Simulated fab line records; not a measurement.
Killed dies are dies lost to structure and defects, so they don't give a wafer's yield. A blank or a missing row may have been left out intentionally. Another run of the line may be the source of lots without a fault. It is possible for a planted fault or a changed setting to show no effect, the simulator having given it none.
The tool behind it: which one?    flow sky130    12 lots, 36 wafers sampled, at 4 steps of a route of 708

== WHAT THE GAUGES READ, wafer by wafer ==
SKY_CAPM_THK_MEAS_01.
lot   measured      on             CAPM_CVD_00_THK (nm)
L830  day 36 10:34  film metro-01  15.46 15.52 15.57
L832  day 36 21:23  film metro-01  15.46 15.71 15.82
L836  day 38 15:31  film metro-02  15.60 15.57 15.92
L837  day 39 01:32  film metro-02  14.81 15.67 15.26
L839  day 39 19:12  film metro-04  15.42 15.32 15.54
L840  day 39 19:48  film metro-04  15.50 15.81 15.69
L842  day 40 15:53  film metro-02  15.53 15.43 15.50
L843  day 40 16:13  film metro-02  15.35 15.48 15.29
L845  day 41 01:06  film metro-01  15.38 15.68 15.40
L846  day 41 06:23  film metro-01  15.41 15.34 15.53
L851  day 42 20:23  film metro-01  15.13 15.29 15.35
L852  day 43 02:41  film metro-04  15.43 15.66 15.62

SKY_VIA3_BOW_MEAS_03.
lot   measured      on             VIA3_BOW (um)
L830  day 38 15:49  film metro-03  72 73 78
L832  day 39 01:57  film metro-02  76 86 89
L836  day 40 18:30  film metro-04  94 90 71
L837  day 41 02:50  film metro-04  79 79 79
L839  day 41 22:01  film metro-02  76 79 75
L840  day 41 22:20  film metro-04  83 83 80
L842  day 42 18:43  film metro-03  82 94 89
L843  day 42 18:53  film metro-03  75 89 76
L845  day 43 01:52  film metro-04  78 78 82
L846  day 43 07:08  film metro-04  87 88 82
L851  day 44 20:07  film metro-02  86 94 96
L852  day 45 01:23  film metro-03  92 83 88

== WHICH TOOL RAN EACH LOT (tool, then ch and the chambers of the sampled wafers, then the start) ==
lot   SKY_METAL3_SPUTTER_04         SKY_METAL3_ETCH_16
L830  pvd sputter-04, day 36 10:28  rie metal-02 ch 0,1, day 38 14:22
L832  pvd sputter-04, day 36 21:19  rie metal-03 ch 0,1, day 39 00:32
L836  pvd sputter-01, day 38 15:26  rie metal-01 ch 1, day 40 17:05
L837  pvd sputter-01, day 39 01:26  rie metal-03 ch 0,1, day 41 01:23
L839  pvd sputter-04, day 39 19:08  rie metal-03 ch 0,1, day 41 20:11
L840  pvd sputter-01, day 39 19:43  rie metal-03 ch 0,1, day 41 20:32
L842  pvd sputter-04, day 40 15:48  rie metal-02 ch 0, day 42 17:14
L843  pvd sputter-01, day 40 16:08  rie metal-03 ch 0,1, day 42 17:17
L845  pvd sputter-02, day 41 01:01  rie metal-03 ch 0, day 43 00:20
L846  pvd sputter-04, day 41 06:19  rie metal-03 ch 0,1, day 43 05:38
L851  pvd sputter-02, day 42 20:19  rie metal-02 ch 0,1, day 44 18:41
L852  pvd sputter-04, day 43 02:35  rie metal-02 ch 0,1, day 44 23:58
- SKY_METAL3_SPUTTER_04: material TiN, target thk 70 nm, time 58.3 s.
- SKY_METAL3_ETCH_16: etches BARC in N2/H2, stops on SiO2, time 88.2 s, target depth 60 nm.

== AS READ BY THE TOOLS THEMSELVES (means over the sampled wafers that have a number; for cases with no such wafer, the mark the record gives instead) ==
SKY_METAL3_SPUTTER_04.
lot   tool            throttle valve pct (%)
L830  pvd sputter-04  29.3
L832  pvd sputter-04  28.4
L836  pvd sputter-01  30.7
L837  pvd sputter-01  30.9
L839  pvd sputter-04  28.5
L840  pvd sputter-01  30.2
L842  pvd sputter-04  28.0
L843  pvd sputter-01  29.7
L845  pvd sputter-02  30.8
L846  pvd sputter-04  28.7
L851  pvd sputter-02  29.1
L852  pvd sputter-04  29.0

SKY_METAL3_ETCH_16.
lot   tool          drypump motor current A (A)  he backside leak sccm (sccm)  oes product au (a.u.)  rf fwd power W (W)  throttle valve pct (%)
L830  rie metal-02  5.8                          3.45                          0.625                  495.1               13.196
L832  rie metal-03  5.8                          3.33                          0.631                  493.6               13.210
L836  rie metal-01  4.7                          3.44                          0.627                  493.8               13.208
L837  rie metal-03  5.9                          3.33                          0.628                  498.0               13.205
L839  rie metal-03  5.9                          3.29                          0.624                  496.2               13.202
L840  rie metal-03  5.8                          3.21                          0.622                  497.0               13.195
L842  rie metal-02  5.8                          3.69                          0.624                  497.0               13.212
L843  rie metal-03  5.8                          3.28                          0.625                  577.1               13.208
L845  rie metal-03  6.0                          3.09                          0.628                  577.2               13.207
L846  rie metal-03  5.9                          3.22                          0.622                  575.9               13.208
L851  rie metal-02  5.8                          3.39                          0.627                  495.9               13.204
L852  rie metal-02  5.8                          3.49                          0.624                  495.4               13.205

== THE ANSWER, worked out from the rows above alone ==
Rule: the usual values come from the lots themselves. The widest of any qualifying gaps counts: lots, ordered by their means at a reading, are off when they make up no more than a third of the lots, leave a main group of 4 or more, and stand apart from it by 3 or more times the standard deviation of that group's means. A main group whose means are all the same, to the digits that the tables above print for the reading, isn't used. A lot without any number at a reading at which 4 lots or more have one is off too. All remaining lots with rows at the step are treated as sound. The gauges are gone through in route order, then the tools' own readings, and for those a lot's mean is taken as printed above. The first step at which some lot is off is used, and at that step the reading that is off furthest; a lot without a number counts as furthest.
Off: L843, L845, L846 (SKY_METAL3_ETCH_16, rf fwd power W). The main group: mean 495.8 W, standard deviation 1.4.
A tool fits if, at that step or a process step before it, it ran every lot that is off, and no sound lot after the first of them. One candidate fits, namely rie metal-03 at SKY_METAL3_ETCH_16. A fault onset in the window from L840 (day 41 20:32, its last sound lot) to L843 (day 42 17:17, its first lot off) fits.
On the lots that are off, the tool's own readings at SKY_METAL3_ETCH_16 differ by more than 5 times the standard deviation of the sound lots' means, which bears it out; rf fwd power W reads 576.7 W there versus 495.8 W on the sound lots.

== WHAT THE SIMULATOR HAD INSERTED ==
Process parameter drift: rie metal-03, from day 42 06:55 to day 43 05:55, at SKY_METAL3_ETCH_16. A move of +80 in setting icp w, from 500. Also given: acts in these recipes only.
Struck lots among those shown: L843, L845, L846. The rule above found the same.
